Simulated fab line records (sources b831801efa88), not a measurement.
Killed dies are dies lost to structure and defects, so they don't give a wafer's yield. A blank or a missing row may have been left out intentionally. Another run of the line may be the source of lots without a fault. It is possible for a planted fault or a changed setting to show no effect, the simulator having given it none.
Problem report, 8D (eight disciplines) form, completed by code / flow sky130 / the parts of the form that need people (team, actions taken, sign-off) are left out

1. PROBLEM STATEMENT
spin-speed-rpm at SKY_METAL1_COAT_10 reads a mean of 3070.6 rpm on 6 wafers of 2 lots; wafers without a fault read 3000.0 rpm with a standard deviation of 1.9. Relative to the usual mean, that is a shift of +37 standard deviations.
The step: resist thk 450 nm.
Seen first at day 37 23:00 on litho-track-01, wafer L440.2. The record has a number at this step for 18 wafers belonging to 6 lots. The rule behind "out" and "out of limits": a value lying over 4 standard deviations away from the usual mean. The other wafers with a number count as sound.

2. WHAT IT IS, AND WHAT IT ISN'T
question=which readings at this step | is=spin-speed-rpm | is not=-
question=which lots | is=L440, L442 | is not=L423, L429, L434, L444
question=which wafers of those lots | is=all that have a number | is not=-
question=read on which tools | is=litho-track-01 | is not=litho-track-02, litho-track-03
question=when | is=from day 37 23:00 | is not=up to then (9 sound wafers); but 3 sound wafers of L444 came after

3. THE SUSPECTS, EACH WITH WHAT RULES IT OUT
Counting: a tool stays on the suspect list if, at a process step up to the reading, it processed all lots that are out and no sound lot following the first of them.
- pvd-sputter-04 at SKY_METAL1_SPUTTER_01 (material TiN, target thk 20 nm, time 16.7 s): kept. It ran every lot that is out, first L440 (day 37 10:56), and no sound lot after that.
- pvd-sputter-04 at SKY_METAL1_SPUTTER_02 (material AlCu, target thk 250 nm, time 13.3 s): kept. It ran every lot that is out, first L440 (day 37 10:58), and no sound lot after that.
- pvd-sputter-04 at SKY_METAL1_SPUTTER_03 (material Ti, target thk 5 nm, time 3.3 s): kept. It ran every lot that is out, first L440 (day 37 10:59), and no sound lot after that.
- litho-track-01 at SKY_METAL1_COAT_10 (resist thk 450 nm): kept. Every lot that is out went through it, starting with L440 (day 37 23:00), and after that it ran no sound lot; the last sound lot it ran before then is L423 (day 32 15:00). Its own spin-speed-rpm readings are out on those wafers.
Left after counting: pvd-sputter-04 at SKY_METAL1_SPUTTER_01, pvd-sputter-04 at SKY_METAL1_SPUTTER_02, pvd-sputter-04 at SKY_METAL1_SPUTTER_03, litho-track-01 at SKY_METAL1_COAT_10.

4. THE CAUSE (what the simulator had put in)
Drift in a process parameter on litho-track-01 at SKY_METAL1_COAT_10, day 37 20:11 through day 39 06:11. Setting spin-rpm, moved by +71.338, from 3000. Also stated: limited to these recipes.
Counting leaves 4 suspects; this tool is one of them.

5. THE EFFECT CHAIN, in route order
One row per reading whose mean, taken over the struck wafers that have a number, lies over 3 standard deviations from the usual. Readings are gone through only where the record gives a usual standard deviation; hours: the median, over the lots, of the time from a lot's start at the first step in this table giving one to that lot's start at this step; sigmas: the change measured in usual standard deviations.
hours=0; step=SKY_METAL1_COAT_10; reading=spin-speed-rpm; usual=3000.0 rpm; on struck wafers=3070.6; change=+70.6; sigmas=+37
The process steps in it:
- SKY_METAL1_COAT_10: resist thk 450 nm.
At these later measuring or inspecting steps, every struck wafer for which the step has a row has a number for every such reading, and none has moved that far: SKY_METAL1_CD_MEAS_15, SKY_METAL1_OVL_MEAS_16.

6. HOW IT WOULD HAVE BEEN CAUGHT EARLIER
The fault began at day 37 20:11; the first out-of-limits reading in this record came at day 37 23:00, 3 hours later.
